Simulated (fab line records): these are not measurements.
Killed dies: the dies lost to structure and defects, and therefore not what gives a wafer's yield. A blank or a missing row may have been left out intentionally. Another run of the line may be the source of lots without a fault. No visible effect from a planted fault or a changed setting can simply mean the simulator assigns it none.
The tool behind it: which one? ; flow sfq line ; 45 wafers sampled from 15 lots at 1 step of a route of 325

== WHAT THE GAUGES READ, wafer by wafer ==
The record lacks any reading of a measuring or inspecting step that a usual standard deviation could be used to judge.

== WHAT TOOL EACH LOT RAN ON (gives the tool, then ch and the chambers of the sampled wafers, and finally the start) ==
lot;SFQ_TRILAYER_I3_VIA_STRIP_STRIP_089
L788;rie metal-01 ch 1, day 50 16:54
L789;rie metal-01 ch 0,1, day 51 12:25
L792;rie metal-02 ch 0,1, day 54 01:02
L793;rie metal-01 ch 0, day 54 04:38
L794;rie metal-01 ch 0,1, day 54 08:14
L795;rie metal-02 ch 0,1, day 54 11:50
L796;rie metal-02 ch 0,1, day 54 19:02
L798;rie metal-01 ch 0,1, day 55 15:46
L799;rie metal-01 ch 1, day 56 01:17
L802;rie metal-02 ch 0, day 56 19:29
L803;rie metal-04 ch 0,1, day 56 21:41
L804;rie metal-01 ch 0,1, day 57 06:17
L805;rie metal-01 ch 0,1, day 57 10:53
L806;rie metal-04 ch 1, day 57 14:29
L807;rie metal-01 ch 0,1, day 57 21:41
- SFQ_TRILAYER_I3_VIA_STRIP_STRIP_089: strips in O2.

== AS READ BY THE TOOLS THEMSELVES (means over the sampled wafers that have a number; for cases with no such wafer, the mark the record gives instead) ==
SFQ_TRILAYER_I3_VIA_STRIP_STRIP_089.
lot;tool;chamber pressure mTorr (mTorr);drypump motor current A (A);oes product au (a.u.)
L788;rie metal-01;50.01;5.4;1.011
L789;rie metal-01;50.03;5.3;1.006
L792;rie metal-02;-;-;-
L793;rie metal-01;-;-;-
L794;rie metal-01;-;-;-
L795;rie metal-02;49.98;6.1;1.003
L796;rie metal-02;49.97;6.1;1.001
L798;rie metal-01;49.99;5.4;1.004
L799;rie metal-01;50.03;5.4;1.015
L802;rie metal-02;50.03;5.3;1.004
L803;rie metal-04;49.99;5.2;0.999
L804;rie metal-01;49.97;5.3;1.004
L805;rie metal-01;49.97;5.4;1.006
L806;rie metal-04;49.97;5.1;1.004
L807;rie metal-01;50.02;5.4;1.001

== THE ANSWER, worked out from the rows above alone ==
Rule: what is usual is taken from the lots themselves. Put in order of their means at a reading, lots are off if they are a third of the lots or fewer, leave a main group of 4 or more, and stand apart from it by a gap of 3 or more times the standard deviation of the main group's means; of several such gaps the widest counts. The tables above print the reading to a certain number of digits; a main group whose means all agree to those digits is not used. A lot without any number at a reading at which 4 lots or more have one is off too. The other lots that the step has rows for count as sound. First the gauges in route order, then the tools' own readings, where a lot's mean is used as printed above. At the first step where some lot is off, the reading lying furthest off is the one used; lots without a number count as furthest.
Off at SFQ_TRILAYER_I3_VIA_STRIP_STRIP_089 (chamber pressure mTorr): L792, L793, L794. Without a number there: L792, L793, L794. The main group: mean 50.00 mTorr, standard deviation 0.025.
A tool fits if, at that step or a process step before it, it ran every lot that is off, and no sound lot after the first of them. None of those tried fits.

== WHAT HAD BEEN PUT IN BY THE SIMULATOR ==
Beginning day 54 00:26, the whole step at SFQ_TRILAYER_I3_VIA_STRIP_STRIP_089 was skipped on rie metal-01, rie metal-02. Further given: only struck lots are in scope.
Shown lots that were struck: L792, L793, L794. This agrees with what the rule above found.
